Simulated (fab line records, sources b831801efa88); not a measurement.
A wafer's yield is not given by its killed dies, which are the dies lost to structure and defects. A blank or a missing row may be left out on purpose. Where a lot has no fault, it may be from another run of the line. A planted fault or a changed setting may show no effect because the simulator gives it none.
8D (eight disciplines) problem report, filled in by code / flow gf180mcu / the parts of the form that need people (team, actions taken, sign-off) are left out

== 1. THE ISSUE ==
TOP_METAL_ALCU_RS at GF_TOP_METAL_RS_MEAS_05 reads a mean of 0.0272 ohm/sq on 1 wafer of 1 lot; wafers without a fault read 0.0327 ohm/sq with a standard deviation of 0.00033. That puts it -17 standard deviations away from the usual mean.
The step: measures by four-point-probe.
The first sign was on wafer L573.1 at day 30 21:53, on filmMetro-03. The record has a number at this step for 30 wafers belonging to 10 lots. The rule behind "out" and "out of limits": a value lying over 4 standard deviations away from the usual mean. The other wafers with a number count as sound.

== 2. WHAT IT IS; WHAT IT IS NOT ==
question=which readings at this step | is=TOP_METAL_ALCU_RS | is not=-
question=which lots | is=L573 | is not=L563, L565, L566, L567, L568, L571, L578, L580, L582
question=which wafers of those lots | is=L573.1 | is not=L573.2, L573.3
question=read on which gauges | is=filmMetro-03 | is not=filmMetro-01, filmMetro-04
question=when | is=from day 30 21:53 | is not=up to then (20 sound wafers); but 9 sound wafers of L578, L580, L582 came after

== 3. THE SUSPECTS, EACH WITH WHAT RULES IT OUT ==
Counting: if a tool at a process step up to the reading ran every lot that is out, it stays a suspect. Sound lots after the first of them don't rule it out here, since some wafers of a struck lot are sound.
- the gauge at GF_TOP_METAL_RS_MEAS_05: ruled out. All the wafers that are out were read on filmMetro-03, but those of them that GF_TOP_METAL_METAL_ETCH_16 has rows for are out there too, on other tools.
- plasmaAsher-01 at GF_M4_STRIP_17 (strips in O2/N2): kept. The lot that is out, L573, ran on it at day 27 13:11; the last sound lot it ran before that was L571, at day 27 01:44.
- pvdSputter-02 at GF_V4_SPUTTER_21 (material Ti, target thk 15 nm, time 80.02 s): kept. The lot that is out, L573, ran on it at day 28 10:34; the last sound lot it ran before that was L568, at day 26 18:46.
- pvdSputter-04 at GF_TOP_METAL_SPUTTER_01 (material TiN, target thk 30 nm, time 25 s): kept. The lot that is out, L573, ran on it at day 30 21:46; the last sound lot it ran before that was L567, at day 28 23:46.
- pvdSputter-04 at GF_TOP_METAL_SPUTTER_02 (material AlCu, target thk 900 nm, time 47.82 s): kept. The lot that is out, L573, ran on it at day 30 21:47; the last sound lot it ran before that was L567, at day 28 23:47.
- Within plasmaAsher-01 at GF_M4_STRIP_17, the wafers that are out were processed in chamber 0 and their sound lot-mates in chamber 1.
Left after counting: plasmaAsher-01 at GF_M4_STRIP_17, pvdSputter-02 at GF_V4_SPUTTER_21, pvdSputter-04 at GF_TOP_METAL_SPUTTER_01, pvdSputter-04 at GF_TOP_METAL_SPUTTER_02.

== 4. THE CAUSE (what the simulator had put in) ==
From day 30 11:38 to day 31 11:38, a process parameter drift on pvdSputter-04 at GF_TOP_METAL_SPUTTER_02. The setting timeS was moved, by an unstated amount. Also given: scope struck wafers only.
This tool is one of the 4 suspects left after counting.

== 5. THE CHAIN OF EFFECTS, in route order ==
One row per reading whose mean, taken over the struck wafers that have a number, lies over 3 standard deviations from the usual. Scope: only readings with a usual standard deviation given in the record; hours: median across lots of the time from each lot's start at the first step in this table that gives one to its start at this step; sigmas: change in usual standard deviations.
hours=0; step=GF_TOP_METAL_RS_MEAS_05; reading=TOP_METAL_ALCU_RS; usual=0.0327 ohm/sq; on struck wafers=0.0272; change=-0.0055; sigmas=-17
hours=3; step=GF_TOP_METAL_THK_MEAS_06; reading=TOP_METAL_ALCU_THK; usual=903 nm; on struck wafers=1086; change=+183; sigmas=+19
hours=17; step=GF_TOP_METAL_METAL_ETCH_16; reading=oesProductAu; usual=0.965 a.u.; on struck wafers=1.005; change=+0.040; sigmas=+6.0
hours=17; step=GF_TOP_METAL_METAL_ETCH_16; reading=throttleValvePct; usual=28.256 %; on struck wafers=28.226; change=-0.030; sigmas=-3.0
The process steps in it:
- GF_TOP_METAL_METAL_ETCH_16: etches the open film in Cl2/BCl3, stops on SiO2, target depth 1077.5 nm, time 179.6 s.

== 6. HOW IT WOULD HAVE BEEN CAUGHT EARLIER ==
In this record the first reading out of limits at a measuring or inspecting step was taken at day 30 21:53, 10 hours after the fault began at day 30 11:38.
Of the tool readings at GF_TOP_METAL_SPUTTER_02 for which the record gives a usual standard deviation, none was out on any struck wafer, so an alarm limit of 4 standard deviations on them would not have fired.
All the lots that are out (1) had begun GF_TOP_METAL_SPUTTER_02 on pvdSputter-04 by day 30 21:53. Tool hold at that time: it would have spared none of them.
